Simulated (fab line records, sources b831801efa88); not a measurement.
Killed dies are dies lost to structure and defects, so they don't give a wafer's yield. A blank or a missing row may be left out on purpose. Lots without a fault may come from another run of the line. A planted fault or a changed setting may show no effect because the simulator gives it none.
fab line records | flow sky130
record lots=13 wafers=39 last_day=50
route steps=708 shown FIELD_ISO@14 NWELL@76 VT_ADJUST_LVTN@116 PAD_OPEN@708
lots that met no fault: from a run of the same line without faults
start_h: hours from the record's first day to the start of the lot's first wafer shown | wait_h: hours since the lot's step before | " the same as in the row above | L1.1+2: a row that stands for several wafers | - no value, or no start given | * or withheld: withheld | < > ~ a bound
route shown NAME@n: a module of which the file shows steps, and the number in the route of the first | usual: mean/standard deviation of fault-free wafers | same: alike in all rows | chamber/n: place in a boat | sites: the reading at each site | _std_site: their standard deviation | _edge_site: outer sites' mean less inner sites' | radius_mm: how far each site lies from the wafer's centre | mask NAME#n: copy n | behind: the tool/chamber that last shaped the wafer | hold: why the lot was held/for how many hours/how that ended | device: the transistor (n, p or np) that didn't switch | end of line: the same wafers' tests at the end of the route | a step without rows: its recipe alone | killed: dies lost to structure and defects at the first sort, not the wafer's yield | map: a wafer's dies, x killed, . not, _ none there
set.NAME: the setting as run; set.NAME@STEP: as run at that earlier step | model.NAME: the simulator's own value behind a step, which no gauge read
steps of the route over a sample of lots; a table a step, a row a wafer
services: from which hour (start_h, from the record's first day; less than 0 if before it) a tool's chamber was out of use, for how many hours, and why
## steps
# step SKY_FIELD_ISO_CD_MEAS_13
# recipe target_cd_nm=150
# usual cd_nm=149.6/1.6
# columns lot.wafer tool chamber start_h wait_h cd_nm
L641.1 cd_sem-01 - 43.74 - 151.7
L641.3 " - " " 150.3
L641.4 " - " " 151.6
L642.1 cd_sem-01 - 50.64 - 146.6
L642.2 " - " " 148.1
L642.6 " - " " 148.0
L643.2 cd_sem-01 - 56.11 - 147.3
L643.4 " - " " 146.5
L643.5 " - " " 145.3
L646.1 cd_sem-02 - 72.57 - 147.1
L646.4 " - " " 145.4
L646.6 " - " " 147.0
L649.1 cd_sem-02 - 85.07 - 149.7
L649.2 " - " " 149.4
L649.4 " - " " 148.8
L650.1 cd_sem-02 - 92.82 - 151.7
L650.2 " - " " 151.3
L650.3 " - " " 153.5
L651.1 cd_sem-02 - 96.87 - 148.8
L651.3 " - " " 148.8
L651.5 " - " " 149.5
L653.2 cd_sem-01 - 108.01 - 150.3
L653.5 " - " " 151.9
L653.6 " - " " 150.1
L654.1 cd_sem-02 - 112.34 - 150.3
L654.2 " - " " 149.8
L654.3 " - " " 150.1
L655.1 cd_sem-02 - 115.69 - 150.4
L655.5 " - " " 149.6
L655.6 " - " " 149.4
L656.2 cd_sem-02 - 125.91 - 150.0
L656.3 " - " " 147.7
L656.4 " - " " 150.6
L657.1 cd_sem-01 - 130.97 - 151.0
L657.5 " - " " 150.4
L657.6 " - " " 149.7
L659.1 cd_sem-01 - 136.79 - 148.7
L659.3 " - " " 148.3
L659.4 " - " " 148.9
# step SKY_NWELL_OVL_MEAS_23
# usual NWELL_01_OVL=-0.8/1.5
# columns lot.wafer tool chamber start_h wait_h NWELL_01_OVL[nm]
L641.1 overlay-02 - 118.02 - -1.5
L641.3 " - " " -0.1
L641.4 " - " " -1.4
L642.1 overlay-01 - 126.94 - 0.1
L642.2 " - " " 0.5
L642.6 " - " " 0.5
L643.2 overlay-02 - 130.19 - -0.2
L643.4 " - " " -1.1
L643.5 " - " " -0.3
L646.1 overlay-01 - 153.82 - -0.4
L646.4 " - " " -1.3
L646.6 " - " " -1.1
L649.1 overlay-01 - 165.64 - -1.7
L649.2 " - " " -2.2
L649.4 " - " " -1.3
L650.1 overlay-01 - 170.32 - 1.8
L650.2 " - " " 3.1
L650.3 " - " " 3.2
L651.1 overlay-02 - 189.69 - -0.2
L651.3 " - " " -1.4
L651.5 " - " " -0.9
L653.2 overlay-01 - 206.43 - 1.0
L653.5 " - " " 0.9
L653.6 " - " " 0.3
L654.1 overlay-02 - 220.69 - -1.4
L654.2 " - " " -2.3
L654.3 " - " " -3.3
L655.1 overlay-02 - 221.34 - -1.2
L655.5 " - " " -1.0
L655.6 " - " " -0.6
L656.2 overlay-02 - 230.50 - -1.3
L656.3 " - " " -1.5
L656.4 " - " " -2.6
L657.1 overlay-01 - 231.57 - -3.8
L657.5 " - " " -0.9
L657.6 " - " " -1.1
L659.1 overlay-01 - 242.07 - -1.8
L659.3 " - " " -2.3
L659.4 " - " " -2.1
# step SKY_NWELL_STRIP_25
# recipe chemistry=O2/N2 power_w=1400 pressure_mtorr=1500 platen_temp_c=withheld o2_flow_sccm=3000 n2_flow_sccm=300 overash_fraction=0.5
# usual drypump_motor_current_A=5.9/0.34 n2_flow_sccm=299.9/0.85 oes_product_au=0.723/0.0044 strip_time_to_endpoint_s=36.90/0.12
# columns lot.wafer tool chamber start_h wait_h drypump_motor_current_A n2_flow_sccm oes_product_au rf_hours_counter_h strip_time_to_endpoint_s
L641.1 plasma_asher-01 1 118.21 0.1 6.6 300.2 0.724 41 36.86
L641.3 " 0 " " 5.6 299.0 0.719 - 36.82
L641.4 " 1 " " 6.6 301.8 0.724 - 36.84
L642.1 plasma_asher-04 0 127.13 0.1 5.8 300.6 0.730 45 37.05
L642.2 " 1 " " 5.7 299.4 0.731 45 37.01
L642.6 " 1 " " 5.7 300.1 0.721 - 36.98
L643.2 plasma_asher-01 0 130.37 0.1 5.6 299.2 0.727 43 37.06
L643.4 " 1 " " 6.6 300.3 0.723 - 37.04
L643.5 " 0 " " 5.6 299.6 0.723 - 37.05
L646.1 plasma_asher-01 0 154.01 0.1 5.5 301.4 0.726 45 37.03
L646.4 " 1 " " 6.6 298.8 0.727 - 37.07
L646.6 " 0 " " 5.5 302.1 0.731 - 37.00
L649.1 plasma_asher-04 1 165.93 0.1 5.7 300.2 0.723 49 36.89
L649.2 " 0 " " 5.8 299.4 0.726 49 36.94
L649.4 " 1 " " 5.7 299.2 0.728 - 36.92
L650.1 plasma_asher-04 1 170.51 0.1 5.7 300.5 0.725 49 36.90
L650.2 " 0 " " 5.8 299.0 0.719 49 36.90
L650.3 " 1 " " 5.7 300.6 0.721 - 36.82
L651.1 plasma_asher-02 0 189.88 0.1 6.0 300.9 0.723 37 36.90
L651.3 " 1 " " 6.1 300.2 0.721 - 36.83
L651.5 " 0 " " 6.0 300.4 0.719 - 36.81
L653.2 plasma_asher-01 1 206.61 0.1 6.6 301.3 0.722 50 36.53
L653.5 " 1 " " 6.6 300.0 0.725 - 36.62
L653.6 " 0 " " 5.6 299.5 0.727 - 36.65
L654.1 plasma_asher-04 0 220.88 0.1 5.8 298.3 0.718 54 36.87
L654.2 " 1 " " 5.7 299.9 0.730 54 36.98
L654.3 " 1 " " 5.7 300.0 0.714 - 36.87
L655.1 plasma_asher-04 0 221.53 0.1 5.8 300.1 0.729 54 36.94
L655.5 " 1 " " 5.7 300.5 0.731 - 36.89
L655.6 " 0 " " 5.8 299.9 0.719 - 36.89
L656.2 plasma_asher-02 0 230.68 0.1 6.0 300.9 0.718 41 36.90
L656.3 " 0 " " 6.0 300.1 0.720 - 36.89
L656.4 " 1 " " 6.1 301.4 0.722 - 36.81
L657.1 plasma_asher-01 0 231.76 0.1 5.6 298.3 0.729 53 36.94
L657.5 " 1 " " 6.6 299.9 0.720 - 36.98
L657.6 " 0 " " 5.6 298.1 0.724 - 36.98
L659.1 plasma_asher-04 1 242.26 0.1 5.7 299.1 0.725 56 37.11
L659.3 " 0 " " 5.8 301.4 0.721 - 37.16
L659.4 " 1 " " 5.7 299.8 0.721 - 37.09
# step SKY_VT_ADJUST_LVTN_IMPLANT_19
# recipe species=B energy_kev=30 dose_cm2=6.5e+11 tilt_deg=withheld
# columns lot.wafer tool chamber start_h wait_h
L641.1+3+4 implanter-01 0 172.72 0.0
L642.1+2+6 implanter-02 0 183.57 0.0
L643.2+4+5 implanter-01 0 186.40 0.0
L646.1+4+6 implanter-02 0 214.02 0.0
L646.1+4+6 implanter-02 0 214.34 0.3
L649.1+2+4 implanter-01 0 228.77 0.0
L649.1+2+4 implanter-01 0 229.32 0.5
L650.1+2+3 implanter-03 0 233.58 0.0
L651.1+3+5 implanter-02 0 256.77 0.0
L651.1+3+5 implanter-02 0 257.09 0.3
L653.2+5+6 implanter-02 0 276.40 0.0
L654.1+2+3 implanter-02 0 293.23 0.0
L655.1+5+6 implanter-03 0 293.42 0.0
L656.2+3+4 implanter-03 0 304.80 0.0
L657.1+5+6 implanter-01 0 305.97 0.0
L659.1+3+4 implanter-03 0 318.02 0.0
# step SKY_VT_ADJUST_LVTN_TW_MEAS_21
# usual VT_ADJUST_LVTN_2_TW=187.3/1.1
# columns lot.wafer tool chamber start_h wait_h VT_ADJUST_LVTN_2_TW
L641.1 film_metro-03 - 172.97 0.1 187.2
L641.3 " - " " 186.9
L641.4 " - " " 186.3
L642.1 film_metro-01 - 183.82 0.1 187.2
L642.2 " - " " 188.7
L642.6 " - " " 188.7
L643.2 film_metro-01 - 186.64 0.1 188.5
L643.4 " - " " 188.5
L643.5 " - " " 188.5
L646.1 film_metro-01 - 214.59 0.1 227.3
L646.4 " - " " 226.7
L646.6 " - " " 227.0
L646.1 film_metro-01 - 214.81 0.2 228.1
L646.4 " - " " 226.7
L646.6 " - " " 227.9
L649.1 film_metro-01 - 229.57 0.1 229.2
L649.2 " - " " 230.3
L649.4 " - " " 229.4
L649.1 film_metro-01 - 229.80 0.2 229.7
L649.2 " - " " 229.3
L649.4 " - " " 229.7
L650.1 film_metro-01 - 233.83 0.1 188.3
L650.2 " - " " 187.8
L650.3 " - " " 188.9
L651.1 film_metro-03 - 257.34 0.1 225.6
L651.3 " - " " 228.3
L651.5 " - " " 227.0
L651.1 film_metro-03 - 257.56 0.2 227.5
L651.3 " - " " 227.2
L651.5 " - " " 228.6
L653.2 film_metro-01 - 276.64 0.1 188.6
L653.5 " - " " 189.5
L653.6 " - " " 188.8
L654.1 film_metro-03 - 293.48 0.1 185.2
L654.2 " - " " 185.4
L654.3 " - " " 186.8
L655.1 film_metro-04 - 293.67 0.1 188.3
L655.5 " - " " 187.2
L655.6 " - " " 188.1
L656.2 film_metro-03 - 305.03 0.1 185.6
L656.3 " - " " 185.8
L656.4 " - " " 185.3
L657.1 film_metro-04 - 306.22 0.1 187.3
L657.5 " - " " 188.1
L657.6 " - " " 187.4
L659.1 film_metro-03 - 318.27 0.1 186.3
L659.3 " - " " 186.8
L659.4 " - " " 186.3
# step SKY_PAD_OPEN_PROBE_99
# usual killed_at_M0_to_M3=44/7.3 killed_at_M4_up=3.2/1.8 killed_at_contacts=24/5.4 killed_at_front_end=16/4.4 killed_at_other=0.3/0.48 killed_dies=86/9.5 killed_open=47/7.7 killed_short=39/6.4
# same gross_dies=492 killed_at_back_side=0
# columns lot.wafer tool chamber start_h wait_h killed_at_M0_to_M3 killed_at_M4_up killed_at_contacts killed_at_front_end killed_at_other killed_dies killed_open killed_short
L651.1 prober-01 - 1155.72 0.1 33 4 25 18 0 80 51 29
L651.3 prober-01 - 1155.82 0.2 26 4 28 18 0 76 39 37
L651.5 prober-01 - 1155.92 0.2 32 2 29 17 1 81 39 42
# killed by level:class
L651.1 CONTACT:geometric_particle:open=15 VIA1:geometric_particle:open=9 FIELD_ISO:geometric_particle:open=7 METAL1:geometric_particle:short=6 LI_CONTACT:geometric_particle:open=5 METAL2:geometric_particle:short=5 POLY_GATE:geometric_particle:open=4 CONTACT:geometric_particle:short=4
L651.3 CONTACT:geometric_particle:open=9 VIA2:geometric_particle:open=7 FIELD_ISO:geometric_particle:short=6 VIA1:geometric_particle:open=6 LI_CONTACT:geometric_particle:short=5 LI_CONTACT:geometric_particle:open=5 CONTACT:geometric_particle:short=4 VIA1:geometric_particle:short=4
L651.5 CONTACT:geometric_particle:open=8 FIELD_ISO:geometric_particle:short=6 LOCAL_INTERCONNECT:geometric_particle:short=6 CONTACT:geometric_particle:short=6 VIA3:geometric_particle:open=5 POLY_GATE:geometric_particle:open=4 VIA1:geometric_particle:open=4 LI_CONTACT:geometric_particle:short=4
## services
# columns tool chamber start_h hours kind
plasma_asher-04 - 161.13 4.4 repair
implanter-03 - 162.19 3.7 repair
plasma_asher-02 - 163.91 2.8 pm
implanter-02 - 164.41 5.5 pm
implanter-01 - 187.90 3.5 repair
plasma_asher-01 - 206.96 1.0 repair
plasma_asher-01 - 218.87 2.1 repair
implanter-03 - 230.54 1.8 repair
implanter-02 - 232.10 0.6 repair
implanter-02 - 241.76 2.1 repair
implanter-03 - 242.06 2.6 repair
implanter-03 - 248.30 3.8 repair
implanter-01 - 256.97 2.7 repair
plasma_asher-04 - 257.49 4.1 repair
plasma_asher-04 - 304.95 5.3 repair
implanter-02 - 309.89 2.4 repair
## key
first_sign step=SKY_VT_ADJUST_LVTN_IMPLANT_19 reading=visit direction=added
effect step=SKY_VT_ADJUST_LVTN_TW_MEAS_21 reading=visit direction=added
effect step=SKY_VT_ADJUST_LVTN_TW_MEAS_21 reading=VT_ADJUST_LVTN_2_TW direction=up sigmas=37 usual=187.3 struck=227.9
met_at SKY_VT_ADJUST_LVTN_IMPLANT_19
struck_lots L646,L649,L651
tester_left_out L646,L649,L651
not_acting_at SKY_FIELD_ISO_CD_MEAS_13,SKY_NWELL_OVL_MEAS_23,SKY_NWELL_STRIP_25
fault kind=repeated_step_whole tool=implanter-01,implanter-02,implanter-03 chamber=- onset_h=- steps=SKY_VT_ADJUST_LVTN_IMPLANT_19 times=1 scope=struck_lots_only
# tester_left_out: of these lots the tester's yield and bins aren't shown, on N5 and GAA mostly nor the transistor test; their killed dies are dies lost to structure and defects alone, not to doping, threshold or leakage, so they don't give the yield
